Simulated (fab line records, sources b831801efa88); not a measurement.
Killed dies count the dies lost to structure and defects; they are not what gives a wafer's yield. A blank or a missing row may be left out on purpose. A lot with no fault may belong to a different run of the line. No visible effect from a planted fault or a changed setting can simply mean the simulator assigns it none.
fab line records | flow gf180mcu
record lots=13 | wafers=39 | last-day=34
route steps=602 shown HV_LDD@196 NSD@237 PSD@259
lots untouched by any fault: they come from a run of this same line in which no faults occurred
start-h: hours from the record's opening day to when the first of the lot's shown wafers began | wait-h: hours elapsed since this lot's preceding step | " unchanged from the row above | L1.1+2: one row covering several wafers at once | - value missing, or start not given | * or withheld: withheld | < > ~ a bound
route shown NAME@n: NAME is a module with steps in the file, n the number in the route of the first one | usual: average and standard deviation across the fault-free wafers | same: alike in all rows | chamber/n: place in a boat | sites: readings site by site | _std_site: the values' standard deviation | _edge_site: outer sites' mean less inner sites' | radius-mm: for every site, how far away it sits from the centre of the wafer | mask NAME#n: copy n | behind: the most recent tool/chamber to have shaped the wafer | hold: reason for holding the lot/hours on hold/outcome of the hold | device: whichever transistor did not switch (one of n, p or np) | end of line: tests of these same wafers at the route's end | a step without rows: its recipe alone | killed: dies lost to structure and defects at the first sort, not the wafer's yield | map: dies across one wafer; x = killed, . = not, _ = none there
set.NAME: setting as actually run; set.NAME@STEP: the setting as run at that earlier step | model.NAME: the simulator's own value behind a step, which no gauge read
the route's steps for a sample of lots (tables are steps, rows are wafers)
services: from which hour (start-h, from the record's first day; less than 0 if before it) a tool's chamber was out of use, for how many hours, and why
## steps
# step GF_HV_LDD_OVL_MEAS_20
# usual HV_LDD_01_OVL=1.8/1.5
lot.wafer | tool       | chamber | start-h | wait-h | HV_LDD_01_OVL[nm]
L460.1    | overlay-02 | -       | 240.23  | 0.1    | -0.2
L460.5    | "          | -       | "       | "      | 0.0
L460.6    | "          | -       | "       | "      | 1.3
L461.2    | overlay-02 | -       | 243.64  | 0.1    | 1.5
L461.4    | "          | -       | "       | "      | 3.3
L461.5    | "          | -       | "       | "      | 1.8
L463.1    | overlay-02 | -       | 255.63  | 0.1    | 3.2
L463.2    | "          | -       | "       | "      | 0.7
L463.6    | "          | -       | "       | "      | 3.6
L468.1    | overlay-02 | -       | 293.78  | 0.1    | -0.1
L468.3    | "          | -       | "       | "      | 0.1
L468.5    | "          | -       | "       | "      | 0.9
L469.1    | overlay-02 | -       | 308.06  | 0.1    | 3.1
L469.3    | "          | -       | "       | "      | 3.4
L469.5    | "          | -       | "       | "      | 1.1
L472.1    | overlay-01 | -       | 324.73  | 0.1    | 1.6
L472.5    | "          | -       | "       | "      | -0.7
L472.6    | "          | -       | "       | "      | 0.0
L474.1    | overlay-01 | -       | 347.56  | 0.1    | 4.7
L474.3    | "          | -       | "       | "      | 3.7
L474.4    | "          | -       | "       | "      | 4.5
L475.2    | overlay-01 | -       | 356.91  | 0.1    | 0.1
L475.4    | "          | -       | "       | "      | 0.7
L475.5    | "          | -       | "       | "      | 0.3
L477.2    | overlay-02 | -       | 367.09  | 0.1    | 2.6
L477.4    | "          | -       | "       | "      | 1.1
L477.6    | "          | -       | "       | "      | 0.7
L479.4    | overlay-01 | -       | 381.72  | 0.1    | 1.0
L479.5    | "          | -       | "       | "      | -0.4
L479.6    | "          | -       | "       | "      | 1.3
L481.2    | overlay-02 | -       | 394.59  | 0.1    | 2.2
L481.3    | "          | -       | "       | "      | 0.9
L481.4    | "          | -       | "       | "      | 2.6
L482.2    | overlay-02 | -       | 405.17  | 0.1    | 1.4
L482.4    | "          | -       | "       | "      | 2.0
L482.6    | "          | -       | "       | "      | 0.7
L483.2    | overlay-02 | -       | 409.83  | 0.1    | 0.9
L483.5    | "          | -       | "       | "      | 1.5
L483.6    | "          | -       | "       | "      | 2.3
# step GF_NSD_COAT_02
# recipe resist=NOVOLAK | spin-rpm=3000 | resist-thk-nm=1000
lot.wafer  | tool           | chamber | start-h | wait-h
L460.1+5+6 | litho-track-02 | 0       | 291.61  | 0.1
L461.2+4+5 | litho-track-03 | 0       | 296.13  | 0.1
L463.1+2+6 | litho-track-02 | 0       | 310.81  | 0.1
L468.1+3+5 | litho-track-02 | 0       | 348.76  | 0.1
L469.1+3+5 | litho-track-02 | 0       | 365.86  | 0.1
L472.1+5+6 | litho-track-03 | 0       | 384.00  | 0.1
L474.1+3+4 | litho-track-03 | 0       | 409.10  | 0.1
L475.2+4+5 | litho-track-03 | 0       | 417.33  | 0.1
L477.2+4+6 | litho-track-02 | 0       | 428.49  | 0.1
L479.4+5+6 | litho-track-02 | 0       | 444.34  | 0.1
L481.2+3+4 | litho-track-03 | 0       | 459.38  | 0.1
L482.2+4+6 | litho-track-03 | 0       | 470.13  | 0.1
L483.2+5+6 | litho-track-04 | 0       | 473.79  | 0.1
# step GF_NSD_CD_MEAS_07
# recipe target-cd-nm=400
# usual cd-nm=400.5/2.3
lot.wafer | tool      | chamber | start-h | wait-h | hold                     | cd-nm
L460.1    | cd-sem-01 | -       | 301.76  | 0.1    | -                        | 401.9
L460.5    | "         | -       | "       | "      | -                        | 403.2
L460.6    | "         | -       | "       | "      | -                        | 403.9
L461.2    | cd-sem-02 | -       | 306.88  | 0.1    | -                        | 398.2
L461.4    | "         | -       | "       | "      | -                        | 395.9
L461.5    | "         | -       | "       | "      | -                        | 399.5
L463.1    | cd-sem-01 | -       | 321.21  | 0.1    | -                        | 400.7
L463.2    | "         | -       | "       | "      | -                        | 402.0
L463.6    | "         | -       | "       | "      | -                        | 402.3
L468.1    | cd-sem-02 | -       | 359.46  | 0.1    | await-dispo/0.2h/release | 384.5
L468.3    | "         | -       | "       | "      | await-dispo/0.2h/release | 385.9
L468.5    | "         | -       | "       | "      | await-dispo/0.2h/release | 386.4
L468.1    | cd-sem-02 | -       | 360.03  | 0.5    | -                        | 385.0
L468.3    | "         | -       | "       | "      | -                        | 385.8
L468.5    | "         | -       | "       | "      | -                        | 386.3
L469.1    | cd-sem-01 | -       | 377.26  | 0.1    | await-dispo/0.2h/release | 388.8
L469.3    | "         | -       | "       | "      | await-dispo/0.2h/release | 388.1
L469.5    | "         | -       | "       | "      | await-dispo/0.2h/release | 388.1
L469.1    | cd-sem-01 | -       | 377.55  | 0.3    | -                        | 388.6
L469.3    | "         | -       | "       | "      | -                        | 387.9
L469.5    | "         | -       | "       | "      | -                        | 388.2
L472.1    | cd-sem-02 | -       | 395.66  | 0.1    | -                        | 402.6
L472.5    | "         | -       | "       | "      | -                        | 402.7
L472.6    | "         | -       | "       | "      | -                        | 401.7
L474.1    | cd-sem-01 | -       | 419.96  | 0.1    | -                        | 401.5
L474.3    | "         | -       | "       | "      | -                        | 400.5
L474.4    | "         | -       | "       | "      | -                        | 400.5
L475.2    | cd-sem-02 | -       | 429.92  | 0.1    | -                        | 399.6
L475.4    | "         | -       | "       | "      | -                        | 401.6
L475.5    | "         | -       | "       | "      | -                        | 401.6
L477.2    | cd-sem-01 | -       | 440.28  | 0.1    | -                        | 396.4
L477.4    | "         | -       | "       | "      | -                        | 398.1
L477.6    | "         | -       | "       | "      | -                        | 396.1
L479.4    | cd-sem-01 | -       | 456.92  | 0.1    | -                        | 395.6
L479.5    | "         | -       | "       | "      | -                        | 398.9
L479.6    | "         | -       | "       | "      | -                        | 397.1
L481.2    | cd-sem-01 | -       | 471.13  | 0.1    | -                        | 399.7
L481.3    | "         | -       | "       | "      | -                        | 399.8
L481.4    | "         | -       | "       | "      | -                        | 401.6
L482.2    | cd-sem-02 | -       | 482.18  | 0.1    | -                        | 397.0
L482.4    | "         | -       | "       | "      | -                        | 399.1
L482.6    | "         | -       | "       | "      | -                        | 397.8
L483.2    | cd-sem-02 | -       | 486.37  | 0.1    | -                        | 399.4
L483.5    | "         | -       | "       | "      | -                        | 400.8
L483.6    | "         | -       | "       | "      | -                        | 398.0
# step GF_NSD_STRIP_11
# recipe chemistry=O2/N2 | power-w=1400 | pressure-mtorr=1500 | platen-temp-c=250 | o2-flow-sccm=3000 | n2-flow-sccm=300 | overash-fraction=0.5
# usual drypump-motor-current-A=5.8/0.37 | heater-power-w=327/25 | oes-product-au=0.488/0.0046 | strip-time-to-endpoint-s=22.97/0.038
lot.wafer | tool            | chamber | start-h | wait-h | drypump-motor-current-A | heater-power-w | oes-product-au | rf-hours-counter-h | strip-time-to-endpoint-s
L460.1    | plasma-asher-03 | 1       | 302.22  | 0.1    | 5.6                     | 352            | 0.477          | 20                 | 22.95
L460.5    | "               | 0       | "       | "      | 5.9                     | 329            | 0.482          | -                  | 23.02
L460.6    | "               | 1       | "       | "      | 5.6                     | 351            | 0.488          | -                  | 22.96
L461.2    | plasma-asher-02 | 0       | 307.31  | 0.1    | 6.3                     | 305            | 0.490          | 66                 | 23.00
L461.4    | "               | 1       | "       | "      | 6.2                     | 287            | 0.493          | -                  | 23.01
L461.5    | "               | 0       | "       | "      | 6.2                     | 307            | 0.487          | -                  | 23.01
L463.1    | plasma-asher-04 | 0       | 321.67  | 0.1    | 5.2                     | 328            | 0.495          | 65                 | 22.96
L463.2    | "               | 1       | "       | "      | 5.8                     | 360            | 0.496          | 65                 | 22.96
L463.6    | "               | 0       | "       | "      | 5.2                     | 329            | 0.481          | -                  | 22.98
L468.1    | plasma-asher-04 | 1       | 364.56  | 0.1    | 5.7                     | 355            | 0.500          | 68                 | 24.74
L468.3    | "               | 1       | "       | "      | 5.8                     | 367            | 0.512          | -                  | 24.69
L468.5    | "               | 1       | "       | "      | 5.8                     | 362            | 0.498          | -                  | 24.71
L469.1    | plasma-asher-04 | 0       | 383.41  | 0.1    | 5.2                     | 332            | 0.504          | 70                 | 24.73
L469.3    | "               | 0       | "       | "      | 5.2                     | 326            | 0.507          | -                  | 24.75
L469.5    | "               | 1       | "       | "      | 5.7                     | 365            | 0.506          | -                  | 24.71
L472.1    | plasma-asher-04 | 0       | 396.12  | 0.1    | 5.2                     | 318            | 0.490          | 73                 | 22.93
L472.5    | "               | 0       | "       | "      | 5.2                     | 324            | 0.485          | -                  | 22.92
L472.6    | "               | 1       | "       | "      | 5.7                     | 354            | 0.482          | -                  | 22.94
L474.1    | plasma-asher-03 | 0       | 420.43  | 0.1    | 5.8                     | 325            | 0.489          | 29                 | 22.98
L474.3    | "               | 0       | "       | "      | 5.9                     | 324            | 0.493          | -                  | 22.95
L474.4    | "               | 1       | "       | "      | 5.6                     | 352            | 0.487          | -                  | 22.94
L475.2    | plasma-asher-02 | 1       | 430.36  | 0.1    | 6.2                     | 297            | 0.484          | 0                  | 22.99
L475.4    | "               | 0       | "       | "      | 6.3                     | 313            | 0.493          | -                  | 23.00
L475.5    | "               | 0       | "       | "      | 6.3                     | 317            | 0.490          | -                  | 22.96
L477.2    | plasma-asher-03 | 0       | 440.72  | 0.1    | 5.9                     | 333            | 0.486          | 32                 | 22.95
L477.4    | "               | 1       | "       | "      | 5.6                     | 355            | 0.493          | -                  | 22.96
L477.6    | "               | 1       | "       | "      | 5.6                     | 353            | 0.490          | -                  | 22.93
L479.4    | plasma-asher-02 | 1       | 457.35  | 0.1    | 6.2                     | 289            | 0.489          | -                  | 22.94
L479.5    | "               | 0       | "       | "      | 6.2                     | 308            | 0.486          | -                  | 22.88
L479.6    | "               | 1       | "       | "      | 6.2                     | 286            | 0.482          | -                  | 22.94
L481.2    | plasma-asher-03 | 0       | 471.57  | 0.1    | 5.9                     | 333            | 0.484          | 35                 | 22.99
L481.3    | "               | 1       | "       | "      | 5.6                     | 358            | 0.486          | -                  | 22.98
L481.4    | "               | 0       | "       | "      | 5.9                     | 328            | 0.493          | -                  | 22.98
L482.2    | plasma-asher-02 | 1       | 482.62  | 0.1    | 6.2                     | 295            | 0.489          | 5                  | 22.92
L482.4    | "               | 1       | "       | "      | 6.2                     | 294            | 0.486          | -                  | 22.96
L482.6    | "               | 0       | "       | "      | 6.3                     | 309            | 0.488          | -                  | 22.95
L483.2    | plasma-asher-04 | 1       | 486.81  | 0.1    | 5.8                     | 367            | 0.491          | 83                 | 22.88
L483.5    | "               | 0       | "       | "      | 5.2                     | 323            | 0.501          | -                  | 22.91
L483.6    | "               | 1       | "       | "      | 5.8                     | 350            | 0.493          | -                  | 22.88
# step GF_PSD_TW_MEAS_11
# usual PSD_TW=3186/36
lot.wafer | tool          | chamber | start-h | wait-h | PSD_TW
L460.1    | film-metro-01 | -       | 323.09  | 0.1    | 3219
L460.5    | "             | -       | "       | "      | 3211
L460.6    | "             | -       | "       | "      | 3202
L461.2    | film-metro-02 | -       | 328.10  | 0.1    | 3172
L461.4    | "             | -       | "       | "      | 3164
L461.5    | "             | -       | "       | "      | 3158
L463.1    | film-metro-01 | -       | 343.24  | 0.1    | 3219
L463.2    | "             | -       | "       | "      | 3192
L463.6    | "             | -       | "       | "      | 3203
L468.1    | film-metro-01 | -       | 382.62  | 0.1    | 3230
L468.3    | "             | -       | "       | "      | 3227
L468.5    | "             | -       | "       | "      | 3236
L469.1    | film-metro-02 | -       | 400.59  | 0.1    | 3137
L469.3    | "             | -       | "       | "      | 3139
L469.5    | "             | -       | "       | "      | 3142
L472.1    | film-metro-02 | -       | 419.56  | 0.1    | 3138
L472.5    | "             | -       | "       | "      | 3159
L472.6    | "             | -       | "       | "      | 3136
L474.1    | film-metro-03 | -       | 444.84  | 0.1    | 3187
L474.3    | "             | -       | "       | "      | 3211
L474.4    | "             | -       | "       | "      | 3203
L475.2    | film-metro-01 | -       | 455.37  | 0.1    | 3230
L475.4    | "             | -       | "       | "      | 3225
L475.5    | "             | -       | "       | "      | 3240
L477.2    | film-metro-03 | -       | 466.15  | 0.1    | 3183
L477.4    | "             | -       | "       | "      | 3173
L477.6    | "             | -       | "       | "      | 3159
L479.4    | film-metro-01 | -       | 481.60  | 0.1    | 3221
L479.5    | "             | -       | "       | "      | 3215
L479.6    | "             | -       | "       | "      | 3214
L481.2    | film-metro-03 | -       | 495.88  | 0.1    | 3181
L481.3    | "             | -       | "       | "      | 3176
L481.4    | "             | -       | "       | "      | 3165
L482.2    | film-metro-02 | -       | 506.77  | 0.1    | 3170
L482.4    | "             | -       | "       | "      | 3163
L482.6    | "             | -       | "       | "      | 3160
L483.2    | film-metro-02 | -       | 510.52  | 0.1    | 3162
L483.5    | "             | -       | "       | "      | 3170
L483.6    | "             | -       | "       | "      | 3182
# step GF_PSD_RTA_13
# recipe temp-c=1025 | time-s=20 | ambient=N2
# usual lamp-power-pct=33.8/0.6 | wafer_temp_C_max=1029.5/0.89
lot.wafer | tool          | chamber | start-h | wait-h | lamp-power-pct | wafer_temp_C_max
L460.1    | rtp-anneal-01 | 0       | 323.20  | 0.0    | 34.2           | 1030.6
L460.5    | "             | 0       | "       | "      | 34.1           | 1031.6
L460.6    | "             | 0       | "       | "      | 34.2           | 1029.3
L461.2    | rtp-anneal-01 | 0       | 328.22  | 0.0    | 34.2           | 1030.5
L461.4    | "             | 0       | "       | "      | 34.2           | 1028.9
L461.5    | "             | 0       | "       | "      | 34.1           | 1030.7
L463.1    | rtp-anneal-01 | 0       | 343.36  | 0.0    | 34.1           | 1030.3
L463.2    | "             | 0       | "       | "      | 34.2           | 1029.3
L463.6    | "             | 0       | "       | "      | 34.2           | 1029.4
L468.1    | rtp-anneal-01 | 0       | 382.88  | 0.0    | 34.2           | 1030.3
L468.3    | "             | 0       | "       | "      | 34.2           | 1028.6
L468.5    | "             | 0       | "       | "      | 34.2           | 1030.2
L469.1    | rtp-anneal-01 | 0       | 400.70  | 0.0    | 34.2           | 1029.0
L469.3    | "             | 0       | "       | "      | 34.2           | 1029.4
L469.5    | "             | 0       | "       | "      | 34.2           | 1030.1
L472.1    | rtp-anneal-01 | 0       | 419.67  | 0.0    | 34.1           | 1028.8
L472.5    | "             | 0       | "       | "      | 34.2           | 1029.2
L472.6    | "             | 0       | "       | "      | 34.2           | 1030.3
L474.1    | rtp-anneal-01 | 0       | 444.96  | 0.0    | 34.1           | 1029.8
L474.3    | "             | 0       | "       | "      | 34.2           | 1029.5
L474.4    | "             | 0       | "       | "      | 34.2           | 1029.0
L475.2    | rtp-anneal-01 | 0       | 455.48  | 0.0    | 34.2           | 1027.5
L475.4    | "             | 0       | "       | "      | 34.2           | 1029.1
L475.5    | "             | 0       | "       | "      | 34.2           | 1028.5
L477.2    | rtp-anneal-02 | 0       | 466.27  | 0.0    | 32.8           | 1029.5
L477.4    | "             | 0       | "       | "      | 32.7           | 1029.6
L477.6    | "             | 0       | "       | "      | 32.8           | 1030.8
L479.4    | rtp-anneal-01 | 0       | 481.72  | 0.0    | 34.1           | 1028.8
L479.5    | "             | 0       | "       | "      | 34.2           | 1029.3
L479.6    | "             | 0       | "       | "      | 34.1           | 1029.3
L481.2    | rtp-anneal-01 | 0       | 495.99  | 0.0    | 34.2           | 1029.7
L481.3    | "             | 0       | "       | "      | 34.2           | 1029.4
L481.4    | "             | 0       | "       | "      | 34.2           | 1029.0
L482.2    | rtp-anneal-01 | 0       | 506.89  | 0.0    | 34.2           | 1029.1
L482.4    | "             | 0       | "       | "      | 34.2           | 1029.0
L482.6    | "             | 0       | "       | "      | 34.1           | 1029.6
L483.2    | rtp-anneal-02 | 0       | 510.63  | 0.0    | 32.7           | 1030.2
L483.5    | "             | 0       | "       | "      | 32.8           | 1031.6
L483.6    | "             | 0       | "       | "      | 32.8           | 1030.2
## services
tool            | chamber | start-h | hours | kind
rtp-anneal-02   | -       | 319.46  | 64.5  | pm
plasma-asher-04 | -       | 354.98  | 4.9   | repair
plasma-asher-03 | -       | 372.67  | 2.8   | pm
plasma-asher-03 | -       | 378.16  | 23.1  | repair
plasma-asher-03 | -       | 392.94  | 1.7   | repair
plasma-asher-02 | -       | 421.25  | 9.0   | pm
plasma-asher-02 | 0       | 421.25  | 9.0   | vent-cycle
plasma-asher-02 | 1       | 421.25  | 9.0   | vent-cycle
plasma-asher-02 | 0       | 430.25  | -     | clean
plasma-asher-02 | 1       | 430.25  | -     | clean
plasma-asher-03 | -       | 476.03  | 0.3   | repair
rtp-anneal-02   | -       | 482.02  | 2.1   | pm
plasma-asher-03 | -       | 484.29  | 28.1  | pm
## key
first-sign step=GF_NSD_CD_MEAS_07 | reading=visit | direction=added | through=control-loop
effect step=GF_NSD_CD_MEAS_07 | reading=cd-nm | direction=down | sigmas=5.9 | usual=400.5 | struck=387.0 | through=control-loop
effect step=GF_NSD_STRIP_11 | reading=strip-time-to-endpoint-s | direction=up | sigmas=46 | usual=* | struck=* | through=*
met-at GF_NSD_COAT_02
struck-lots L468,L469
tester-left-out L468,L469
loop-trim step=GF_NSD_EXPOSE_04 | setting=dose | lots=L469
not-acting-at GF_HV_LDD_OVL_MEAS_20,GF_PSD_TW_MEAS_11,GF_PSD_RTA_13
onset-between 310.81 348.76
fault kind=process-parameter-drift | tool=litho-track-02 | chamber=- | onset-h=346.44 | steps=GF_NSD_COAT_02 | channel=resist-thk-nm | offset=* | shape=step | end-h=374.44 | acts-in=* | stated=*
# tester-left-out: of these lots the tester's yield and bins aren't shown, on N5 and GAA mostly nor the transistor test; their killed dies are dies lost to structure and defects alone, not to doping, threshold or leakage, so they don't give the yield
# loop-trim: a control loop set the setting to another value than it would have without faults
